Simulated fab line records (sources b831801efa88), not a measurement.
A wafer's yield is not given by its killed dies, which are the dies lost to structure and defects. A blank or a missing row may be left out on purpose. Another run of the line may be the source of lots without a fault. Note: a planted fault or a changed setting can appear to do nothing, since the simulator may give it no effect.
A struck lot beside a sound one ; flow sky130 ; 17 out of 708 route steps
Sound: wafers L693.1, L693.4, L693.5. Struck: wafers L683.2, L683.5, L683.6. At the end, the cause is stated.
Order at every step that has rows: each side's tool, ch and its chambers, its first start. Under that, the readings that differ: sound wafers ; struck wafers ; difference of the means ; sigmas: that difference in standard deviations of wafers without a fault.
alike: a reading whose means differ by less than 2 such deviations, as well as words and numbers matching on both sides. not compared: withheld readings; readings where some wafer has no value; bounds like >300 that might hide an equal value; numbers whose values overlap and for which the record gives no deviation.
Wherever a step has rows on one side only, a row that says differs or no value, or a row with sigmas, the two part there. When numbers do not overlap yet have no deviation, they are printed without sigmas and do not part them. A reading that every wafer of one side lacks parts them only if that side has two wafers or more.

first, 2 steps without rows for these wafers: SKY_LOCAL_INTERCONNECT_PEB_09; SKY_LOCAL_INTERCONNECT_DEVELOP_10 (develop time 60 s).
SKY_LOCAL_INTERCONNECT_CD_MEAS_11: the cd target is 170 nm.
  struck on cd_sem-02, day 32 12:01; sound on cd_sem-02, day 35 19:41
  alike: cd_nm
SKY_LOCAL_INTERCONNECT_OVL_MEAS_12:
  struck on overlay-01, day 32 12:08; sound on overlay-01, day 35 19:48
  alike: LOCAL_INTERCONNECT_OVL
SKY_LOCAL_INTERCONNECT_ETCH_13: etches BARC in N2/H2, stops on SiO2, time 45.9 s, target depth 60 nm.
  sound on rie_metal-01 ch 0,1, day 35 19:50; struck on rie_metal-03 ch 0,1, day 32 12:10
  alike: drypump_motor_current_A, oes_product_au, throttle_valve_pct
  not compared: rf_hours_counter_h
SKY_LOCAL_INTERCONNECT_METAL_ETCH_14: etches TiN in Cl2/BCl3, stops on PSG, target depth 110 nm, time 31.4 s.
  sound on rie_metal-01 ch 0,1, day 35 19:54; struck on rie_metal-03 ch 0,1, day 32 12:13
  alike: drypump_motor_current_A, oes_product_au, throttle_valve_pct
  not compared: rf_hours_counter_h
SKY_LOCAL_INTERCONNECT_STRIP_15: strips in O2/N2.
  sound on plasma_asher-01 ch 0,1, day 35 19:57; struck on plasma_asher-04 ch 0,1, day 32 12:17
  alike: drypump_motor_current_A, oes_product_au, strip_time_to_endpoint_s
  not compared: rf_hours_counter_h
then, 3 steps without rows for these wafers: SKY_LOCAL_INTERCONNECT_STRIP_16 (strips in post etch residue remover, time 1200 s); SKY_LOCAL_INTERCONNECT_CLEAN_17 (cleans in IPA, time 180 s); SKY_LOCAL_INTERCONNECT_CLEAN_18 (cleans in O3/DIW).
SKY_CONTACT_CVD_00: deposits Si3N4, target thk 75 nm.
  sound on pecvd-01 ch 0,1,2, day 35 20:34; struck on pecvd-01 ch 0,1,2, day 32 12:52
  alike: heater_power_w
SKY_CONTACT_THK_MEAS_01:
  struck on film_metro-01, day 32 12:55; sound on film_metro-04, day 35 20:37
  alike: CONTACT_CVD_00_THK
SKY_CONTACT_HDPCVD_02: deposits SiO2, target thk 565 nm, time 94.2 s.
  sound on hdpcvd-02 ch 0,1,2, day 35 20:40; struck on hdpcvd-01 ch 0,1,2, day 32 12:58
reading;sound;struck;difference;sigmas
sih4_flow_sccm (sccm);59.83 60.16 59.76;72.10 72.11 72.54;+12.33;+62
model.SiO2_of_CONTACT_HDPCVD_02.thk_nm (nm);565 565.7 565.4;680.3 681.2 670.6;+112.0;
SKY_CONTACT_THK_MEAS_03:
  struck on film_metro-02, day 32 13:02; sound on film_metro-02, day 35 20:44
reading;sound;struck;difference;sigmas
CONTACT_HDPCVD_THK (nm);565 566 565;681 682 671;+113;+20
SKY_CONTACT_CMP_04: polishes SiO2.
  sound on cmp-01 ch 0,1, day 35 20:48; struck on cmp-02 ch 0,1,2, day 32 13:14
reading;sound;struck;difference;sigmas
time_to_endpoint_s (s);81 87 78;126 132 125;+46;+11
  alike: motor_current_A
SKY_CONTACT_BOW_MEAS_05:
  struck on film_metro-01, day 32 13:25; sound on film_metro-04, day 35 21:06
  alike: CONTACT_BOW
-- the record jumps here: 15 days lie between the struck wafers' starts before and after (it left off in module CONTACT and takes up again in module PAD_OPEN, whose first step shown is number 708 of the route) --
SKY_PAD_OPEN_PROBE_99:
  the record has rows for the struck wafers here (prober-02, day 47 09:16) and none for the sound ones

## WHERE THEY PART
Last at SKY_PAD_OPEN_PROBE_99 as far as this record goes, first at SKY_CONTACT_HDPCVD_02.

WHY: the cause the simulator had injected
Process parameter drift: hdpcvd-01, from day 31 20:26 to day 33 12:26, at SKY_CONTACT_HDPCVD_02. The setting sih4_flow_sccm was moved by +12, starting from 60. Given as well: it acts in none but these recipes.
